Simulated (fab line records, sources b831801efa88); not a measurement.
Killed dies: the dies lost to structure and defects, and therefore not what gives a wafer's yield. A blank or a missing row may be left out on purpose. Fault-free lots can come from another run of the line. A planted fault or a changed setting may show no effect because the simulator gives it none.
Code-filled problem report in 8D (eight disciplines) form :: flow sky130 :: the parts of the form that need people (team, actions taken, sign-off) are left out

1. THE PROBLEM
cd nm at SKY_VT_ADJUST_HVTR_CD_MEAS_07 reads a mean of 392.3 nm on 2 wafers of 2 lots; wafers without a fault read 379.4 nm with a standard deviation of 2.2. That puts it +5.9 standard deviations away from the usual mean.
The step: target cd 380 nm.
First seen on wafer L994.1, day 13 10:15, on cd sem-02. The record has a number at this step for 39 wafers belonging to 13 lots. Rule for "out" (also "out of limits"): further than 4 standard deviations from the usual mean. All remaining wafers that have a number are taken as sound.

2. WHAT IT IS AND WHAT IT IS NOT
question: which readings at this step
is: cd nm
is not: -

question: which lots
is: L994, L996
is not: L103, L104, L105, L106, L983, L984, L985, L987, L988, L989, L990

question: which wafers of those lots
is: L994.1, L996.1
is not: L994.5, L994.6, L996.2, L996.6

question: read on which gauges
is: cd sem-02
is not: cd sem-01

question: when
is: from day 13 10:15
is not: up to then (23 sound wafers); but 14 sound wafers of L103, L104, L105, L106, L996 came after

3. WHAT RULES OUT EACH SUSPECT
Counting: any tool at a process step up to the reading remains a suspect provided it ran every lot that is out. Sound lots after the first of them don't rule it out here, since some wafers of a struck lot are sound.
- the gauge at SKY_VT_ADJUST_HVTR_CD_MEAS_07: kept. All the wafers that are out were read on cd sem-02, and no step on other tools shows them out.
- litho track-02 at SKY_VT_ADJUST_HVTR_DEVELOP_06 (develop time 60 s): kept. Ran every lot that is out, first one L994 (day 13 10:06); last sound lot up to then L990 (day 12 01:42).
The count leaves cd sem-02 at SKY_VT_ADJUST_HVTR_CD_MEAS_07 and litho track-02 at SKY_VT_ADJUST_HVTR_DEVELOP_06.

4. THE CAUSE (what the simulator had put in)
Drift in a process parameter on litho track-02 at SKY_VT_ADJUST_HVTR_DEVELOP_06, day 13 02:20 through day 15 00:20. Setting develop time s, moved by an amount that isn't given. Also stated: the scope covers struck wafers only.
This tool is one of the 2 suspects left after counting.

5. THE CHAIN OF EFFECTS, in route order
Each row: a reading whose mean over the struck wafers that have a number lies more than 3 standard deviations from the usual. Scope: only readings with a usual standard deviation given in the record; hours: median across lots of the time from each lot's start at the first step in this table that gives one to its start at this step; sigmas: change in usual standard deviations.
hours: 0
step: SKY_VT_ADJUST_HVTR_CD_MEAS_07
reading: cd nm
usual: 379.4 nm
on struck wafers: 392.3
change: +12.9
sigmas: +5.9

6. HOW IT WOULD HAVE BEEN CAUGHT EARLIER
8 hours passed between the start of the fault at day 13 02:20 and the first reading out of limits at a measuring or inspecting step in this record, taken at day 13 10:15.
No tool reading at SKY_VT_ADJUST_HVTR_DEVELOP_06 that has a usual standard deviation in the record was out on any struck wafer, so an alarm limit of 4 standard deviations on those readings would not have fired.
Of the lots that are out (2), L996 began SKY_VT_ADJUST_HVTR_DEVELOP_06 on litho track-02 after day 13 10:15. Holding the tool at that time would have saved it.
